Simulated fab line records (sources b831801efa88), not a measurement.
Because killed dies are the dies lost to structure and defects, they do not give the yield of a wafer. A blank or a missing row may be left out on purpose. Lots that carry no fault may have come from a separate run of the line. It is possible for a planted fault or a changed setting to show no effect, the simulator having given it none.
Which tool did it?	flow sky130	11 lots with 33 wafers sampled at 2 steps, on a route of 708 steps

== WHAT EACH GAUGE READ, for each wafer ==
SKY_PASSIVATION_THK_MEAS_03.
lot	measured	on	PASSIVATION_CVD_02_THK (nm)
L429	day 44 16:41	film_metro-02	534 528 545
L430	day 44 18:38	film_metro-01	538 541 541
L432	day 45 13:41	film_metro-01	529 536 539
L431	day 45 17:44	film_metro-03	534 551 553
L434	day 45 19:02	film_metro-03	538 541 545
L440	day 47 22:11	film_metro-03	671 545 538
L444	day 48 00:44	film_metro-03	525 540 538
L443	day 48 00:08	film_metro-02	538 530 544
L445	day 48 07:50	film_metro-03	534 543 542
L446	day 48 12:45	film_metro-02	531 535 544
L447	day 48 13:27	film_metro-02	530 536 534

== WHICH TOOL RAN EACH LOT (tool, then ch and the chambers of the sampled wafers, then the start) ==
lot	SKY_PASSIVATION_CVD_02
L429	pecvd-02 ch 0,2, day 44 16:28
L430	pecvd-03 ch 0,1, day 44 18:18
L432	pecvd-01 ch 1,2, day 45 13:27
L431	pecvd-01 ch 0,1,2, day 45 17:31
L434	pecvd-02 ch 0,1, day 45 18:42
L440	pecvd-02 ch 0,1,2, day 47 21:56
L444	pecvd-03 ch 0,2, day 48 00:29
L443	pecvd-01 ch 1,2, day 47 23:54
L445	pecvd-01 ch 0,1,2, day 48 07:33
L446	pecvd-03 ch 1,2, day 48 12:30
L447	pecvd-03 ch 0,1,2, day 48 13:14
- SKY_PASSIVATION_CVD_02: deposits Si3N4, target thk 540 nm.

== THE ANSWER, worked out from the rows above alone ==
Rule: what is usual is taken from the lots themselves. Put in order of their means at a reading, lots are off if they are a third of the lots or fewer, leave a main group of 4 or more, and stand apart from it by a gap of 3 or more times the standard deviation of the main group's means; of several such gaps the widest counts. A main group is skipped when, at the precision printed for the reading in the tables above, its means are all equal. Also off: a lot with no number at a reading for which 4 or more lots have one. The other lots that the step has rows for count as sound.
Off: L440, at SKY_PASSIVATION_THK_MEAS_03 (PASSIVATION_CVD_02_THK). Mean 538 nm and standard deviation 3.7 in the main group.
If a tool, at a process step before that reading, ran all the lots that are off and no sound lot after the first of them, it fits. Those tools and the gauges at SKY_PASSIVATION_THK_MEAS_03 are tried in the same way. One fits: pecvd-02 at SKY_PASSIVATION_CVD_02. Its last sound lot is L434 (day 45 18:42), its first lot that is off L440 (day 47 21:56): a fault that began between those two fits.

== WHAT HAD BEEN PUT IN BY THE SIMULATOR ==
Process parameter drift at SKY_PASSIVATION_CVD_02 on pecvd-02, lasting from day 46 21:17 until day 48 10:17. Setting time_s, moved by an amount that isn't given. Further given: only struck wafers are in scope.
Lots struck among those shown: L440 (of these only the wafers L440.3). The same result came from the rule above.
